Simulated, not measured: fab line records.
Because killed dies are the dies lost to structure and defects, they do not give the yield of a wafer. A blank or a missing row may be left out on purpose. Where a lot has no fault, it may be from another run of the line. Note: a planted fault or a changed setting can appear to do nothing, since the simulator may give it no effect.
Struck lot and sound lot, side by side | flow gf180mcu | 19 out of 602 route steps
Sound: the wafers L885.1, L885.2, L885.5. Wafers struck: L891.1, L891.4, L891.5. Last of all comes the cause.
Order at every step that has rows: each side's tool, ch and its chambers, its first start. Under that, the readings that differ: sound wafers | struck wafers | difference of the means | sigmas: that difference in standard deviations of wafers without a fault.
alike: words and numbers the same on both sides, and readings whose means are apart by under 2 such deviations; not compared: readings that were withheld, readings missing a value for some wafer, numbers with overlapping values and no deviation given by the record, and bounds like >300 which may hide the same value.
Wherever a step has rows on one side only, a row that says differs or no value, or a row with sigmas, the two part there. When numbers do not overlap yet have no deviation, they are printed without sigmas and do not part them. A reading missing from all wafers of one side parts the sides only when that side holds two or more wafers.

first, 1 step without rows for these wafers: GF_HV_LDD_CLEAN_51 (cleans in SC1/SC2, time 150 s).
GF_HV_LDD_RTA_52: time 10 s.
  sound on rtpAnneal-01 ch 0, day 15 01:32; struck on rtpAnneal-02 ch 0, day 16 17:03
  alike: annealTempCMax, lampPowerPct, wafer_temp_C_max
GF_HV_LDD_RS_MEAS_53: uses a four-point probe to measure.
  sound: filmMetro-03 at day 15 01:35; struck: filmMetro-02 at day 16 17:07
  alike: HV_LDD_RS
then, 1 step without rows for these wafers: GF_HV_LDD_CVD_54 (deposits SiO2 from TEOS, target thk 10 nm, time 75 s).
GF_HV_LDD_THK_MEAS_55:
  sound: filmMetro-02 at day 15 02:44; struck: filmMetro-03 at day 16 18:16
  alike: HV_LDD_CVD_54_THK
then, 1 step without rows for these wafers: GF_HV_LDD_CVD_56 (deposits Si3N4 from DCS/NH3, target thk 90 nm, time 1543 s).
GF_HV_LDD_THK_MEAS_57:
  sound: filmMetro-02 at day 15 04:13; struck: filmMetro-04 at day 16 19:44
  alike: HV_LDD_CVD_56_THK
GF_HV_LDD_ETCHBACK_58: etches Si3N4 in CH3F/O2, stops on SiO2, time 100 s, target depth 90 nm.
  sound on rieDiel-03 ch 0,2,3, day 15 04:17; struck on rieDiel-04 ch 1,2, day 16 19:48
  alike: O2_flow_sccm, ch3fFlowSccm, drypumpMotorCurrentA, oesProductAu, throttleValvePct
  not compared: rfHoursCounterH
then, 4 steps without rows for these wafers: GF_NSD_DEHYDRATE_00 (time 60 s); GF_NSD_HMDS_01 (prime time 60 s); GF_NSD_COAT_02 (resist thk 1000 nm); GF_NSD_SOFTBAKE_03 (time 60 s).
GF_NSD_EXPOSE_04: exposes mask Nplus, target cd 400 nm.
  sound on ilineStepper-01 ch 0, day 15 15:17; struck on ilineStepper-02 ch 0, day 17 07:31
reading                   | sound                   | struck               | difference | sigmas
model.NSD.overlayXNm (nm) | -0.3509 -0.3509 -0.3509 | -85.02 -85.02 -85.02 | -84.67     | 
  alike: mask
then, 2 steps without rows for these wafers: GF_NSD_PEB_05; GF_NSD_DEVELOP_06 (develop time 60 s).
GF_NSD_CD_MEAS_07: the cd target is 400 nm.
  sound: cdSem-02 at day 16 02:23; struck: cdSem-01 at day 17 19:33
  alike: cdNm
GF_NSD_OVL_MEAS_08:
  sound: overlay-01 at day 16 02:30; struck: overlay-02 at day 17 19:40
reading      | sound          | struck            | difference | sigmas
NSD_OVL (nm) | -1.6 -1.7 -0.8 | -83.8 -84.9 -85.2 | -83.3      | -56
following that, these wafers have no rows for 1 step: GF_NSD_IMPLANT_09.
GF_PASSIVATION_PROBE_99:
  the record has rows for the sound wafers here (prober-02, day 31 10:55) and none for the struck ones

WHERE THEY PART
Last at GF_PASSIVATION_PROBE_99 as far as this record goes, first at GF_NSD_OVL_MEAS_08.

WHY: what the simulator had put in
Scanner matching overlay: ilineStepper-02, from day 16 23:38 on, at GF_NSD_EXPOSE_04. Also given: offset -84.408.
